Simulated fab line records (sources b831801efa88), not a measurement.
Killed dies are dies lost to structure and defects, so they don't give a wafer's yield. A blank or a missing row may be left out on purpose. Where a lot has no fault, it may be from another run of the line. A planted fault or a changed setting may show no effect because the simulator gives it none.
Code-filled problem report in 8D (eight disciplines) form | flow gf180mcu | the parts of the form that need people (team, actions taken, sign-off) are left out

1. WHAT WENT WRONG
run length s at GF_STI_ETCH_14 reads a mean of 110.5 s on 2 wafers of 2 lots; wafers without a fault read 131.3 s with a standard deviation of 0.44. That is -47 standard deviations from the usual mean.
The step: etches Si in HBr/Cl2/O2, target depth 360 nm, time 102.9 s.
First observed at day 5 13:14: wafer L243.3, on rie si-01. The record has a number at this step for 36 wafers belonging to 12 lots. The rule behind "out" and "out of limits": a value lying over 4 standard deviations away from the usual mean. The other wafers with a number count as sound.

2. WHAT IT IS, AND WHAT IT ISN'T
question                    | is               | is not
which readings at this step | run length s     | drypump motor current A, oes product au
which lots                  | L243, L246       | L227, L228, L232, L233, L235, L237, L239, L247, L248, L250
which wafers of those lots  | L243.3, L246.3   | L243.1, L243.2, L246.2, L246.6
read on which tools         | rie si-01        | rie si-02
when                        | from day 5 13:14 | up to then (23 sound wafers); but 11 sound wafers of L246, L247, L248, L250 came after

3. SUSPECTS, AND WHAT RULES EACH OUT
Counting: if a tool at a process step up to the reading ran every lot that is out, it stays a suspect. Sound lots after the first of them don't rule it out here, since some wafers of a struck lot are sound.
- rie si-01 at GF_STI_ETCH_14 (etches Si in HBr/Cl2/O2, target depth 360 nm, time 102.9 s): kept. Every lot that is out went through it, the first being L243 (day 5 13:14); the last sound lot it ran before that was L239 (day 4 17:34). Its own readings are out on those wafers: run length s.
- Within rie si-01 at GF_STI_ETCH_14: the wafers that are out ran in chamber 1; their sound lot-mates ran in chambers 2, 3.
The count leaves rie si-01 at GF_STI_ETCH_14.

4. THE CAUSE (what the simulator had put in)
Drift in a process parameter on rie si-01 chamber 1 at GF_STI_ETCH_14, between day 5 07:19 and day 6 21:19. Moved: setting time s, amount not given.
Counting left only this tool.

5. SEQUENCE OF EFFECTS, ordered by route
Rows list readings where the struck wafers' mean (over those with a number) sits beyond 3 standard deviations from the usual. Scope: only readings with a usual standard deviation given in the record; hours: median across lots of the time from each lot's start at the first step in this table that gives one to its start at this step; sigmas: change in usual standard deviations.
hours | step            | reading                  | usual   | on struck wafers | change | sigmas
0     | GF_STI_ETCH_14  | run length s             | 131.3 s | 110.5            | -20.8  | -47
0     | GF_STI_STRIP_15 | strip time to endpoint s | 3.73 s  | 4.02             | +0.29  | +5.2
It contains these process steps:
- GF_STI_ETCH_14: etches Si in HBr/Cl2/O2, target depth 360 nm, time 102.9 s.
- GF_STI_STRIP_15: strips in O2/N2.
At these later measuring or inspecting steps, every struck wafer for which the step has a row has a number for every such reading, and none has moved that far: GF_MVSD_OVL_MEAS_07, GF_VT_IMPLANT_OVL_MEAS_29.

6. WHAT WOULD HAVE CAUGHT IT SOONER
In this record the first reading out of limits was taken at day 5 13:14, 6 hours after the fault began at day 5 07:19.
